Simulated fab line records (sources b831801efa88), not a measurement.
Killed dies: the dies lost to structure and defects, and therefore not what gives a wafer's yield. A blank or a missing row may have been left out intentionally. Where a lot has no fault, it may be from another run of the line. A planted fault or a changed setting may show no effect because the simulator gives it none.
Which tool did it? | flow sky130 | 18 wafers sampled from 6 lots at 1 step of a route of 708

== WHAT THE GAUGES SHOWED, per wafer ==
SKY_SONOS_ONO_THK_MEAS_03.
lot  | measured     | on            | SONOS_ONO_CVD_02_THK (nm)
L735 | day 12 09:19 | film metro-01 | 10.44 10.37 10.44
L738 | day 13 19:17 | film metro-01 | 10.41 10.40 10.39
L741 | day 14 03:12 | film metro-02 | 10.33 10.41 10.48
L742 | day 14 14:37 | film metro-02 | 10.53 10.64 10.57
L748 | day 16 03:50 | film metro-01 | 10.48 10.59 10.55
L753 | day 18 00:52 | film metro-02 | 10.78 10.74 10.86

== TOOL THAT RAN EACH LOT (tool first, then ch and the chambers of the sampled wafers, then the start) ==
Record: no process step prior to these readings.

== THE ANSWER, worked out from the rows above alone ==
Rule: the usual values come from the lots themselves. The widest of any qualifying gaps counts: lots, ordered by their means at a reading, are off when they make up no more than a third of the lots, leave a main group of 4 or more, and stand apart from it by 3 or more times the standard deviation of that group's means. Not used: any main group whose means are identical at the precision the tables above print for the reading. A lot without any number at a reading at which 4 lots or more have one is off too. Where the step has rows for the other lots, those lots are counted as sound.
No lot is off at any reading shown: from this, nothing can be told.

== WHAT THE SIMULATOR HAD INSERTED ==
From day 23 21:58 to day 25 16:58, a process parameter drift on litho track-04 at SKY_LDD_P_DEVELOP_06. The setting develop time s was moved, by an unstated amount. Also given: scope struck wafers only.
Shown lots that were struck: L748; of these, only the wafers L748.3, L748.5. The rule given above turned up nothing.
